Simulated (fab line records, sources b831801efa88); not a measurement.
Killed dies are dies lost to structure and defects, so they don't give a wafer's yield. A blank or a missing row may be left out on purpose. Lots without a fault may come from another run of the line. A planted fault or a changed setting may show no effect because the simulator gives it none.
fab line records | flow gf180mcu
record lots=6 wafers=18 last_day=34
route steps=602 shown M3@409
lots that met no fault: from a run of the same line without faults
start_h: hours from the record's first day to the start of the lot's first wafer shown | wait_h: hours since the lot's step before | " the same as in the row above | L1.1+2: a row that stands for several wafers | - no value, or no start given | * or withheld: withheld | < > ~ a bound
route shown NAME@n: a module of which the file shows steps, and the number in the route of the first | usual: mean/standard deviation of fault-free wafers | same: alike in all rows | chamber/n: place in a boat | sites: the reading at each site | _std_site: their standard deviation | _edge_site: outer sites' mean less inner sites' | radius_mm: how far each site lies from the wafer's centre | mask NAME#n: copy n | behind: the tool/chamber that last shaped the wafer | hold: why the lot was held/for how many hours/how that ended | device: the transistor (n, p or np) that didn't switch | end of line: the same wafers' tests at the end of the route | a step without rows: its recipe alone | killed: dies lost to structure and defects at the first sort, not the wafer's yield | map: a wafer's dies, x killed, . not, _ none there
set.NAME: the setting as run; set.NAME@STEP: as run at that earlier step | model.NAME: the simulator's own value behind a step, which no gauge read
lots at some steps of the route; a table a step, a row a wafer
services: from which hour (start_h, from the record's first day; less than 0 if before it) a tool's chamber was out of use, for how many hours, and why
## steps
# step GF_M3_SPUTTER_00
# recipe material=Ti target_thk_nm=37.5 arriving_ion_energy_ev=80 substrate_temp_c=200 chamber_pressure_pa=2 power_w=4000 time_s=150
# usual throttle_valve_pct=29.9/0.98
# columns lot.wafer tool chamber start_h wait_h throttle_valve_pct
L127.2 pvd_sputter-03 - 511.01 0.2 30.3
L127.3 " - " " 31.4
L127.5 " - " " 30.6
L131.1 pvd_sputter-03 - 549.84 0.2 31.7
L131.2 " - " " 30.4
L131.3 " - " " 28.2
L132.2 pvd_sputter-02 - 553.85 0.2 29.4
L132.3 " - " " 30.7
L132.6 " - " " 30.8
L138.1 pvd_sputter-02 - 597.46 0.1 29.6
L138.2 " - " " 30.8
L138.3 " - " " 28.9
L140.1 pvd_sputter-04 - 613.86 0.2 30.5
L140.4 " - " " 30.2
L140.6 " - " " 28.8
L142.3 pvd_sputter-02 - 629.60 0.2 30.8
L142.5 " - " " 29.9
L142.6 " - " " 30.4
# step GF_M3_SPUTTER_01
# recipe material=TiN target_thk_nm=30 power_w=6500 time_s=24.6 chamber_pressure_pa=0.4
# usual throttle_valve_pct=29.9/0.96
# columns lot.wafer tool chamber start_h wait_h throttle_valve_pct
L127.2 pvd_sputter-03 - 511.11 0.1 30.4
L127.3 " - " " 31.6
L127.5 " - " " 30.6
L131.1 pvd_sputter-03 - 549.94 0.1 31.5
L131.2 " - " " 30.1
L131.3 " - " " 27.8
L132.2 pvd_sputter-02 - 553.95 0.1 29.5
L132.3 " - " " 30.7
L132.6 " - " " 30.6
L138.1 pvd_sputter-02 - 597.56 0.1 29.6
L138.2 " - " " 30.7
L138.3 " - " " 28.9
L140.1 pvd_sputter-04 - 613.96 0.1 30.7
L140.4 " - " " 30.3
L140.6 " - " " 28.5
L142.3 pvd_sputter-02 - 629.70 0.1 30.5
L142.5 " - " " 29.6
L142.6 " - " " 30.4
# step GF_M3_SPUTTER_02
# recipe material=AlCu target_thk_nm=450 power_w=10600 time_s=23.9 chamber_pressure_pa=0.4
# usual throttle_valve_pct=29.9/0.98
# columns lot.wafer tool chamber start_h wait_h throttle_valve_pct
L127.2 pvd_sputter-03 - 511.14 0.0 30.8
L127.3 " - " " 31.4
L127.5 " - " " 30.7
L131.1 pvd_sputter-03 - 549.97 0.0 31.5
L131.2 " - " " 30.1
L131.3 " - " " 27.9
L132.2 pvd_sputter-02 - 553.98 0.0 29.5
L132.3 " - " " 30.8
L132.6 " - " " 30.9
L138.1 pvd_sputter-02 - 597.59 0.0 29.6
L138.2 " - " " 30.3
L138.3 " - " " 29.0
L140.1 pvd_sputter-04 - 614.00 0.0 30.8
L140.4 " - " " 30.0
L140.6 " - " " 28.5
L142.3 pvd_sputter-02 - 629.74 0.0 30.8
L142.5 " - " " 29.5
L142.6 " - " " 30.5
# step GF_M3_SPUTTER_03
# recipe material=Ti target_thk_nm=10 substrate_temp_c=300 chamber_pressure_pa=0.3 power_w=3000 time_s=6.7
# usual throttle_valve_pct=29.9/1
# columns lot.wafer tool chamber start_h wait_h throttle_valve_pct
L127.2 pvd_sputter-03 - 511.17 0.0 30.3
L127.3 " - " " 31.9
L127.5 " - " " 30.5
L131.1 pvd_sputter-03 - 550.00 0.0 31.5
L131.2 " - " " 30.3
L131.3 " - " " 28.2
L132.2 pvd_sputter-02 - 554.01 0.0 29.4
L132.3 " - " " 30.6
L132.6 " - " " 30.9
L138.1 pvd_sputter-02 - 597.62 0.0 29.5
L138.2 " - " " 30.6
L138.3 " - " " 28.6
L140.1 pvd_sputter-04 - 614.03 0.0 30.6
L140.4 " - " " 30.0
L140.6 " - " " 28.7
L142.3 pvd_sputter-02 - 629.77 0.0 30.7
L142.5 " - " " 29.4
L142.6 " - " " 30.4
# step GF_M3_SPUTTER_04
# recipe material=TiN target_thk_nm=50 power_w=6500 time_s=41.7 chamber_pressure_pa=0.4
# usual throttle_valve_pct=29.9/0.99
# columns lot.wafer tool chamber start_h wait_h throttle_valve_pct
L127.2 pvd_sputter-03 - 511.19 0.0 30.3
L127.3 " - " " 31.6
L127.5 " - " " 30.5
L131.1 pvd_sputter-03 - 550.02 0.0 31.5
L131.2 " - " " 30.3
L131.3 " - " " 28.1
L132.2 pvd_sputter-02 - 554.03 0.0 29.2
L132.3 " - " " 30.6
L132.6 " - " " 30.9
L138.1 pvd_sputter-02 - 597.64 0.0 29.7
L138.2 " - " " 30.6
L138.3 " - " " 28.9
L140.1 pvd_sputter-04 - 614.05 0.0 30.6
L140.4 " - " " 30.3
L140.6 " - " " 28.3
L142.3 pvd_sputter-02 - 629.79 0.0 30.9
L142.5 " - " " 29.7
L142.6 " - " " 30.4
# step GF_M3_RS_MEAS_05
# recipe thk_meas_gauge=four-point-probe reads=TiN_of_M3_SPUTTER_04+Ti_of_M3_SPUTTER_03+AlCu_of_M3_SPUTTER_02+TiN_of_M3_SPUTTER_01+Ti_of_M3_SPUTTER_00
# usual M3_ALCU_RS=0.0697/0.0006
# columns lot.wafer tool chamber start_h wait_h M3_ALCU_RS[ohm/sq]
L127.2 film_metro-02 - 511.25 0.0 0.0692
L127.3 " - " " 0.0692
L127.5 " - " " 0.0693
L131.1 film_metro-02 - 550.06 0.0 0.0697
L131.2 " - " " 0.0698
L131.3 " - " " 0.0696
L132.2 film_metro-03 - 554.09 0.0 0.0698
L132.3 " - " " 0.0698
L132.6 " - " " 0.0691
L138.1 film_metro-04 - 597.68 0.0 0.0697
L138.2 " - " " 0.0693
L138.3 " - " " 0.0697
L140.1 film_metro-04 - 614.09 0.0 0.0696
L140.4 " - " " 0.0694
L140.6 " - " " 0.0697
L142.3 film_metro-02 - 629.87 0.1 0.0701
L142.5 " - " " 0.0702
L142.6 " - " " 0.0704
# step GF_M3_THK_MEAS_06
# recipe thk_meas_gauge=xrf reads=AlCu_of_M3_SPUTTER_02
# usual M3_ALCU_THK=449/4.5
# columns lot.wafer tool chamber start_h wait_h M3_ALCU_THK[nm]
L127.2 film_metro-02 - 511.36 0.1 451
L127.3 " - " " 452
L127.5 " - " " 452
L131.1 film_metro-02 - 550.18 0.1 450
L131.2 " - " " 449
L131.3 " - " " 450
L132.2 film_metro-03 - 554.20 0.1 442
L132.3 " - " " 443
L132.6 " - " " 447
L138.1 film_metro-04 - 597.80 0.1 449
L138.2 " - " " 454
L138.3 " - " " 451
L140.1 film_metro-04 - 614.21 0.1 453
L140.4 " - " " 454
L140.6 " - " " 453
L142.3 film_metro-02 - 629.97 0.1 446
L142.5 " - " " 446
L142.6 " - " " 445
# step GF_M3_DEHYDRATE_07
# recipe temp_c=200 time_s=60
# step GF_M3_HMDS_08
# recipe prime_time_s=60 prime_temp_c=120
# step GF_M3_COAT_09
# recipe resist=KrF spin_rpm=withheld resist_thk_nm=1000
# step GF_M3_SOFTBAKE_10
# recipe temp_c=130 time_s=60 resist=KrF
# step GF_M3_EXPOSE_11
# recipe mask_id=Metal3 target_cd_nm=280 na=0.68 source_shape=conventional sigma_outer=0.6 dose_mj=28
# step GF_M3_PEB_12
# recipe peb_temp_c=135 peb_time_s=90 resist=KrF
# usual chill_plate_temp_C=23.00/0.11 exhaust_pa=45.0/0.95
# columns lot.wafer tool chamber start_h wait_h chill_plate_temp_C exhaust_pa
L127.2 litho_track-03 0 533.83 - 22.85 43.9
L127.3 " 0 " " 22.74 44.8
L127.5 " 0 " " 22.70 44.1
L131.1 litho_track-03 - 572.05 - - -
L131.2 " - " " - -
L131.3 " - " " - -
L132.2 litho_track-02 - 575.30 - - -
L132.3 " - " " - -
L132.6 " - " " - -
L138.1 litho_track-04 0 617.35 - 22.97 43.1
L138.2 " 0 " " 22.91 45.8
L138.3 " 0 " " 22.98 44.2
L140.1 litho_track-03 0 634.25 - 22.98 43.6
L140.4 " 0 " " 23.12 44.6
L140.6 " 0 " " 22.99 44.6
L142.3 litho_track-04 0 649.57 - 22.92 44.6
L142.5 " 0 " " 22.94 45.4
L142.6 " 0 " " 23.07 44.9
# step GF_M3_DEVELOP_13
# recipe develop_time_s=60 dev_temp_c=21
## services
# columns tool chamber start_h hours kind
pvd_sputter-02 - 508.25 0.9 repair
pvd_sputter-02 - 574.70 1.9 repair
## key
first_sign step=GF_M3_PEB_12 reading=tool_record direction=missing
effect none on later readings
met_at GF_M3_PEB_12
struck_wafers L131.1,L131.2,L131.3,L132.2,L132.3,L132.6
later_rows_left_out L131.1,L131.2,L131.3,L132.2,L132.3,L132.6
sort_left_out L131.1,L131.2,L131.3,L132.2,L132.3,L132.6
onset_between 533.83 572.05
earlier_fault kind=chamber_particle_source tool=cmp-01 chamber=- onset_h=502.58 steps=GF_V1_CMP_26 rate_per_visit_cm2=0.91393
fault kind=skipped_step_whole tool=litho_track-02,litho_track-03 chamber=- onset_h=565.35 steps=GF_M3_PEB_12 scope=struck_lots_only
# sort_left_out: the simulated sort isn't trusted on such a fault, so these wafers' sort isn't shown, and their yield isn't known
# later_rows_left_out: the simulator's readings of these wafers behind a module that went badly wrong aren't trusted and aren't shown, but for the sort
